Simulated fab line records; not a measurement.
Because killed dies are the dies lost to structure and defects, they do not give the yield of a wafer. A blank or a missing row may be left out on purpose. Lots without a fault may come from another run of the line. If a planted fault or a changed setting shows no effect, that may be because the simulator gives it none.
fab line records | flow sky130 | part 2 of 2: steps 22 to 31 of 31
record: lots: 5 wafers: 15 last_day: 50
route steps=708 shown POLY_GATE@218 LDD_N@237
lots with no fault: from the same line, run without faults
start_h: start of the lot's first displayed wafer, in hours after the record's first day | wait_h: hours from the lot's prior step to this one | " the same as in the row above | L1.1+2: one row covering several wafers at once | - no value present, or no start provided | * or withheld: withheld | < > ~ a bound
route shown NAME@n: names a module that has steps shown in the file, with the first one's number in the route | usual: mean/standard deviation of fault-free wafers | same: alike in all rows | chamber/n: place in a boat | sites: each site's reading | _std_site: their standard deviation | _edge_site: mean of outer sites minus mean of inner sites | radius_mm: how far each site lies from the wafer's centre | mask NAME#n: copy n | behind: the most recent tool/chamber to have shaped the wafer | hold: the reason the lot was held/the length of the hold in hours/how it ended | device: transistor that didn't switch, given as n, p or np | end of line: at the end of the route, the tests of the same wafers | a step without rows: its recipe alone | killed: dies that structure and defects cost at the first sort, which is not the same as the wafer's yield | map: a wafer's dies, x killed, . not, _ none there
set.NAME: setting as actually run; set.NAME@STEP: the setting as run at that earlier step | model.NAME: the simulator's own value behind a step, which no gauge read
certain route steps with their lots: each step a table, each wafer a row
services: the hour from which a tool's chamber was out of use, counted from the record's first day as start_h (under 0 if before that day), plus the number of hours and why
== steps ==
step: SKY_LDD_N_COAT_02
recipe: resist: NOVOLAK spin_rpm: 3000 resist_thk_nm: 300
usual: dispense_pressure_kPa: 52/3.8 exhaust_pa: 45.1/0.92 resist_line_temp_C: 22.99/0.1
columns lot.wafer tool chamber start_h wait_h dispense_pressure_kPa exhaust_pa resist_line_temp_C
L078.4 litho_track-04 0 430.39 0.1 54 44.7 23.13
L078.5 " 0 " " 54 45.5 23.21
L078.6 " 0 " " 54 44.0 23.07
L083.1 litho_track-01 0 478.09 0.1 54 44.1 23.10
L083.3 " 0 " " 54 45.5 23.05
L083.5 " 0 " " 54 44.6 23.22
L084.1 litho_track-04 0 487.81 0.1 54 45.5 22.98
L084.4 " 0 " " 54 45.6 23.00
L084.5 " 0 " " 54 45.1 22.94
L092.2 litho_track-02 0 584.32 0.1 45 46.0 22.97
L092.3 " 0 " " 45 46.8 23.10
L092.4 " 0 " " 45 44.9 23.11
L095.3 litho_track-04 0 585.71 0.1 54 45.3 23.24
L095.4 " 0 " " 54 45.0 23.06
L095.6 " 0 " " 54 44.6 23.18
step: SKY_LDD_N_SOFTBAKE_03
recipe: temp_c: 90 time_s: 60 resist: NOVOLAK
usual: exhaust_pa: 45.1/0.88 resist_line_temp_C: 23.00/0.093
same: time_s: 60
columns lot.wafer tool chamber start_h wait_h exhaust_pa resist_line_temp_C
L078.4 litho_track-04 0 430.54 0.1 44.2 22.90
L078.5 " 0 " " 45.0 23.00
L078.6 " 0 " " 44.7 22.95
L083.1 litho_track-01 0 478.24 0.1 45.1 22.95
L083.3 " 0 " " 44.1 22.80
L083.5 " 0 " " 45.5 22.80
L084.1 litho_track-04 0 487.96 0.1 45.4 23.11
L084.4 " 0 " " 46.3 22.86
L084.5 " 0 " " 44.0 23.11
L092.2 litho_track-02 0 584.47 0.1 44.9 22.96
L092.3 " 0 " " 45.8 23.06
L092.4 " 0 " " 46.1 23.11
L095.3 litho_track-04 0 585.86 0.1 45.3 23.09
L095.4 " 0 " " 44.9 23.16
L095.6 " 0 " " 45.1 23.00
step: SKY_LDD_N_EXPOSE_04
recipe: mask_id: NTM target_cd_nm: 840 na: 0.6 source_shape: conventional sigma_outer: 0.6 dose_mj: 110
columns lot.wafer tool chamber start_h wait_h mask
L078.4+5+6 iline_stepper-02 0 - - NTM#0
L083.1+3+5 iline_stepper-01 0 - - NTM#0
L084.1+4+5 iline_stepper-02 0 - - NTM#0
L092.2+3+4 iline_stepper-02 0 - - NTM#0
L095.3+4+6 iline_stepper-01 0 - - NTM#0
step: SKY_LDD_N_PEB_05
recipe: temp_c: withheld time_s: * resist: NOVOLAK
usual: exhaust_pa: 45.2/0.95 resist_line_temp_C: *
same: time_s: *
columns lot.wafer tool chamber start_h wait_h exhaust_pa resist_line_temp_C
L078.4 litho_track-02 0 - - 45.8 *
L078.5 " 0 " " 46.2 *
L078.6 " 0 " " 45.3 *
L083.1 litho_track-02 0 - - 45.1 *
L083.3 " 0 " " 44.8 *
L083.5 " 0 " " 45.7 *
L084.1 litho_track-02 0 - - 43.7 *
L084.4 " 0 " " 44.5 *
L084.5 " 0 " " 44.2 *
L092.2 litho_track-01 0 - - 46.2 *
L092.3 " 0 " " 46.2 *
L092.4 " 0 " " 46.6 *
L095.3 litho_track-02 0 - - 47.8 *
L095.4 " 0 " " 46.8 *
L095.6 " 0 " " 46.5 *
step: SKY_LDD_N_DEVELOP_06
recipe: develop_time_s: 60 dev_temp_c: 23
usual: exhaust_pa: 44.9/1 resist_line_temp_C: 23.00/0.11
columns lot.wafer tool chamber start_h wait_h exhaust_pa resist_line_temp_C
L078.4 litho_track-02 0 445.57 0.1 46.5 23.19
L078.5 " 0 " " 46.3 23.15
L078.6 " 0 " " 45.0 23.05
L083.1 litho_track-02 0 492.30 0.1 45.1 23.25
L083.3 " 0 " " 45.9 22.98
L083.5 " 0 " " 44.1 23.26
L084.1 litho_track-02 0 503.20 0.1 44.4 23.21
L084.4 " 0 " " 44.5 23.17
L084.5 " 0 " " 45.0 23.13
L092.2 litho_track-01 0 599.56 0.1 44.8 22.87
L092.3 " 0 " " 45.0 23.04
L092.4 " 0 " " 46.1 23.00
L095.3 litho_track-02 0 600.70 0.1 44.6 22.86
L095.4 " 0 " " 45.5 22.91
L095.6 " 0 " " 45.9 22.87
step: SKY_LDD_N_OVL_MEAS_07
usual: LDD_N_OVL: 1.1/1.4
columns lot.wafer tool chamber start_h wait_h LDD_N_OVL[nm]
L078.4 overlay-02 - 445.66 0.1 -0.2
L078.5 " - " " -0.4
L078.6 " - " " 0.8
L083.1 overlay-02 - 492.45 0.1 0.0
L083.3 " - " " 2.8
L083.5 " - " " 1.2
L084.1 overlay-01 - 503.35 0.1 -1.8
L084.4 " - " " -0.7
L084.5 " - " " -1.5
L092.2 overlay-01 - 599.71 0.1 1.8
L092.3 " - " " 0.0
L092.4 " - " " 0.5
L095.3 overlay-01 - 600.81 0.1 2.3
L095.4 " - " " 3.3
L095.6 " - " " 3.1
step: SKY_LDD_N_IMPLANT_08
recipe: species: As energy_kev: 20 dose_cm2: 7.5e+13 tilt_deg: withheld rotation_deg: 23
usual: beam_energy_keV: 19.999/0.0054
columns lot.wafer tool chamber start_h wait_h beam_energy_keV
L078.4 implanter-01 0 445.76 0.1 20.000
L078.5 " 0 " " 19.996
L078.6 " 0 " " 19.990
L083.1 implanter-01 0 492.48 0.0 19.994
L083.3 " 0 " " 20.000
L083.5 " 0 " " 20.001
L084.1 implanter-04 0 503.38 0.0 20.001
L084.4 " 0 " " 20.000
L084.5 " 0 " " 20.005
L092.2 implanter-04 0 599.76 0.0 19.997
L092.3 " 0 " " 20.000
L092.4 " 0 " " 19.994
L095.3 implanter-01 0 600.97 0.2 20.003
L095.4 " 0 " " 19.995
L095.6 " 0 " " 20.007
step: SKY_LDD_N_IMPLANT_09
recipe: species: As energy_kev: 20 dose_cm2: 7.5e+13 tilt_deg: withheld rotation_deg: 113
usual: beam_energy_keV: 20.000/0.0063
columns lot.wafer tool chamber start_h wait_h beam_energy_keV
L078.4 implanter-01 0 445.91 0.1 19.993
L078.5 " 0 " " 19.999
L078.6 " 0 " " 20.004
L083.1 implanter-01 0 492.63 0.1 19.995
L083.3 " 0 " " 19.996
L083.5 " 0 " " 20.004
L084.1 implanter-04 0 503.53 0.1 20.002
L084.4 " 0 " " 19.989
L084.5 " 0 " " 19.999
L092.2 implanter-04 0 599.91 0.1 20.006
L092.3 " 0 " " 19.999
L092.4 " 0 " " 20.013
L095.3 implanter-01 0 601.12 0.1 19.992
L095.4 " 0 " " 19.998
L095.6 " 0 " " 19.997
step: SKY_LDD_N_IMPLANT_10
recipe: species: As energy_kev: 20 dose_cm2: 7.5e+13 tilt_deg: withheld rotation_deg: 203
usual: beam_energy_keV: 20.000/0.0061
columns lot.wafer tool chamber start_h wait_h beam_energy_keV
L078.4 implanter-01 0 446.06 0.1 19.993
L078.5 " 0 " " 19.986
L078.6 " 0 " " 19.995
L083.1 implanter-01 0 492.78 0.1 20.000
L083.3 " 0 " " 19.996
L083.5 " 0 " " 20.001
L084.1 implanter-04 0 503.68 0.1 20.010
L084.4 " 0 " " 20.008
L084.5 " 0 " " 20.001
L092.2 implanter-04 0 600.06 0.1 20.004
L092.3 " 0 " " 20.002
L092.4 " 0 " " 20.002
L095.3 implanter-01 0 601.27 0.1 20.000
L095.4 " 0 " " 19.991
L095.6 " 0 " " 20.001
step: SKY_LDD_N_IMPLANT_11
recipe: species: As energy_kev: 20 dose_cm2: 7.5e+13 tilt_deg: withheld rotation_deg: 293
usual: beam_energy_keV: 20.000/0.0062
columns lot.wafer tool chamber start_h wait_h beam_energy_keV
L078.4 implanter-01 0 446.21 0.1 19.998
L078.5 " 0 " " 20.004
L078.6 " 0 " " 20.003
L083.1 implanter-01 0 492.93 0.1 20.000
L083.3 " 0 " " 20.005
L083.5 " 0 " " 20.000
L084.1 implanter-04 0 503.83 0.1 20.002
L084.4 " 0 " " 20.006
L084.5 " 0 " " 20.002
L092.2 implanter-04 0 600.21 0.1 20.008
L092.3 " 0 " " 20.005
L092.4 " 0 " " 20.003
L095.3 implanter-01 0 601.42 0.1 20.000
L095.4 " 0 " " 19.992
L095.6 " 0 " " 19.999
== services ==
columns tool chamber start_h hours kind
wet_bench-02 - 379.01 3.3 repair
krf_scanner-02 - 380.10 1.3 pm
iline_stepper-01 - 380.63 1.7 pm
rie_si-01 0 392.18 3.6 repair
wet_bench-02 - 395.66 1.9 pm
krf_scanner-02 - 409.69 0.8 repair
iline_stepper-02 - 415.53 1.7 pm
krf_scanner-02 - 439.48 3.2 repair
rie_diel-03 - 466.38 2.8 pm
krf_scanner-02 - 482.49 0.8 pm
furnace-01 - 483.89 3.0 pm
rie_diel-03 3 487.21 4.8 repair
implanter-01 - 494.59 4.0 repair
plasma_asher-01 - 499.69 2.2 repair
implanter-04 - 500.56 2.7 repair
krf_scanner-02 - 510.50 1.0 pm
rie_diel-03 3 513.28 4.2 repair
krf_scanner-02 - 556.00 1.3 pm
implanter-01 - 567.56 5.9 pm
plasma_asher-01 - 568.57 0.5 repair
wet_bench-02 - 579.57 1.8 repair
rie_diel-03 - 589.21 0.3 repair
rie_diel-03 3 591.60 6.1 repair
rie_diel-03 2 600.10 3.2 repair
